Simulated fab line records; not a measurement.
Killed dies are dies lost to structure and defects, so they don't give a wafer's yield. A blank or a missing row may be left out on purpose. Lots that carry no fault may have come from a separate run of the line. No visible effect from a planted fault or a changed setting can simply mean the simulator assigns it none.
Problem report in the 8D (eight disciplines) form, filled by code :: flow sky130 :: the parts of the form that need people (team, actions taken, sign-off) are left out

1. THE ISSUE
CAPM_TIN_RS at SKY_CAPM_RS_MEAS_03 reads a mean of 8.56 ohm/sq on 2 wafers of 1 lot; wafers without a fault read 6.94 ohm/sq with a standard deviation of 0.061. Relative to the usual mean, that is a shift of +27 standard deviations.
The step: measures by four-point-probe.
Earliest sighting: wafer L719.1 on film-metro-04 at day 40 00:25. The record holds 30 wafers of 10 lots with a number at this step. By rule, "out" or "out of limits" means more than 4 standard deviations away from the usual mean. The rest of the wafers with a number are treated as sound.

2. WHAT IT IS; WHAT IT IS NOT
question: which readings at this step
is: CAPM_TIN_RS
is not: -

question: which lots
is: L719
is not: L705, L710, L711, L712, L713, L715, L716, L725, L728

question: which wafers of those lots
is: L719.1, L719.5
is not: L719.2

question: read on which gauges
is: film-metro-04
is not: film-metro-01, film-metro-02

question: when
is: from day 40 00:25
is not: up to then (22 sound wafers); but 6 sound wafers of L725, L728 came after

3. WHAT RULES OUT EACH SUSPECT
Counting: if a tool at a process step up to the reading ran every lot that is out, it stays a suspect. Sound lots after the first of them don't rule it out here, since some wafers of a struck lot are sound.
- ruled out: the gauge at SKY_CAPM_RS_MEAS_03. All the wafers that are out were read on film-metro-04, but those of them that SKY_CAPM_METAL_ETCH_13 has rows for are out there too, on other tools.
- plasma-asher-04 at SKY_VT_ADJUST_NCORE_STRIP_10 (strips in O2/N2): kept. L719, the lot that is out, went through it at day 12 06:44; up to then, the latest sound lot through it was L715 at day 11 07:22.
- pvd-sputter-02 at SKY_CAPM_SPUTTER_02 (material TiN, target thk 200 nm, time 166.7 s): kept. L719, the lot that is out, went through it at day 40 00:18; up to then, the latest sound lot through it was L713 at day 38 05:47.
- The sound lot-mates ran in chamber 1 of plasma-asher-04 at SKY_VT_ADJUST_NCORE_STRIP_10, but the wafers that are out ran in chamber 0.
Left after counting: plasma-asher-04 at SKY_VT_ADJUST_NCORE_STRIP_10, pvd-sputter-02 at SKY_CAPM_SPUTTER_02.

4. THE CAUSE (what the simulator had put in)
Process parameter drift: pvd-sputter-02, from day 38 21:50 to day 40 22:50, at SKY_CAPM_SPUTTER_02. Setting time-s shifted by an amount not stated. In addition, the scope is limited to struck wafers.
Of the 2 suspects that counting leaves, this tool is one.

5. THE EFFECT CHAIN, in route order
Each row: a reading whose mean over the struck wafers that have a number lies more than 3 standard deviations from the usual. Only readings whose record carries a usual standard deviation are examined. hours: median over the lots of the time between each lot's start at the first step of this table that gives one and its start at this step. sigmas: the change, counted in usual standard deviations.
hours: 0
step: SKY_CAPM_RS_MEAS_03
reading: CAPM_TIN_RS
usual: 6.94 ohm/sq
on struck wafers: 8.56
change: +1.62
sigmas: +27

hours: 0
step: SKY_CAPM_THK_MEAS_04
reading: CAPM_TIN_THK
usual: 201.2 nm
on struck wafers: 163.9
change: -37.3
sigmas: -21

hours: 26
step: SKY_CAPM_METAL_ETCH_13
reading: oes-product-au
usual: 0.939 a.u.
on struck wafers: 0.833
change: -0.106
sigmas: -17

hours: 26
step: SKY_CAPM_METAL_ETCH_13
reading: throttle-valve-pct
usual: 21.903 %
on struck wafers: 21.968
change: +0.066
sigmas: +7.0
The process steps in it:
- SKY_CAPM_METAL_ETCH_13: etches TiN in Cl2/BCl3, stops on SiO2, target depth 220 nm, time 62.9 s.

6. HOW IT WOULD HAVE BEEN CAUGHT EARLIER
In this record the first reading out of limits at a measuring or inspecting step was taken at day 40 00:25, 27 hours after the fault began at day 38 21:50.
No tool reading at SKY_CAPM_SPUTTER_02 that has a usual standard deviation in the record was out on any struck wafer, so an alarm limit of 4 standard deviations on those readings would not have fired.
Lots out: 1; all had begun SKY_CAPM_SPUTTER_02 on pvd-sputter-02 by day 40 00:25. Tool hold at that time: it would have spared none of them.
